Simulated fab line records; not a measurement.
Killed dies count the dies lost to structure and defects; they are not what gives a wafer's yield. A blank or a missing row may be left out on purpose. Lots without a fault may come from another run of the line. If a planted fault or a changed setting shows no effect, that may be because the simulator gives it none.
8D (eight disciplines) problem report, filled in by code -- flow sky130 -- the parts of the form that need people (team, actions taken, sign-off) are left out

## 1. THE PROBLEM
Mean of beamEnergyKeV at SKY_LDD_HVP_IMPLANT_08: 17.689 across 6 wafers in 2 lots; on wafers with no fault it is 19.999 (standard deviation 0.0056). So: -99 or more standard deviations from the usual mean.
First observed at day 25 09:01: wafer L750.1, on implanter-03. At this step, 18 wafers from 6 lots have a number in the record. The rule behind "out" and "out of limits": a value lying over 4 standard deviations away from the usual mean. The rest of the wafers with a number are treated as sound.

## 2. WHAT IT IS; WHAT IT IS NOT
question,is,is not
which readings at this step,beamEnergyKeV,faradayCurrentUA
which lots,"L750, L751","L743, L752, L754, L761"
which wafers of those lots,all that have a number,-
read on which tools,implanter-03,"implanter-02, implanter-04"
when,from day 25 09:01,"up to then (3 sound wafers); but 9 sound wafers of L752, L754, L761 came after"

## 3. SUSPECTS, AND WHAT RULES EACH OUT
Counting: any tool at a process step up to the reading is kept as a suspect provided that every lot that is out went through it and no sound lot did after the first of them.
- plasmaAsher-02 at SKY_LDD_HVN_STRIP_09 (strips in O2/N2): ruled out as a lasting fault. Following L750 (day 24 03:48), the first lot on it that is out, the sound lots L754 were run on it.
- implanter-03 at SKY_LDD_HVP_IMPLANT_08: ruled out as a lasting fault. Following L750 (day 25 09:01), the first lot on it that is out, the sound lots L761 were run on it.
Left after counting: nothing in the record.

## 4. THE CAUSE (what the simulator had put in)
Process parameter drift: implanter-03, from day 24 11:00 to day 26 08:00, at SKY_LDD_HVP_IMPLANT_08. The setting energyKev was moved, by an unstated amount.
Counting ruled it out, wrongly.

## 5. THE EFFECT CHAIN, in route order
Rows list readings where the struck wafers' mean (over those with a number) sits beyond 3 standard deviations from the usual. Readings are gone through only where the record gives a usual standard deviation; hours: the median, over the lots, of the time from a lot's start at the first step in this table giving one to that lot's start at this step; sigmas: the change measured in usual standard deviations.
hours,step,reading,usual,on struck wafers,change,sigmas
0,SKY_LDD_HVP_IMPLANT_08,beamEnergyKeV,19.999,17.689,-2.310,-99 or more
The process steps in it:
- SKY_LDD_HVP_IMPLANT_08

## 6. WHAT WOULD HAVE CAUGHT IT SOONER
22 hours passed between the start of the fault at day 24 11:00 and the first reading out of limits in this record, taken at day 25 09:01.
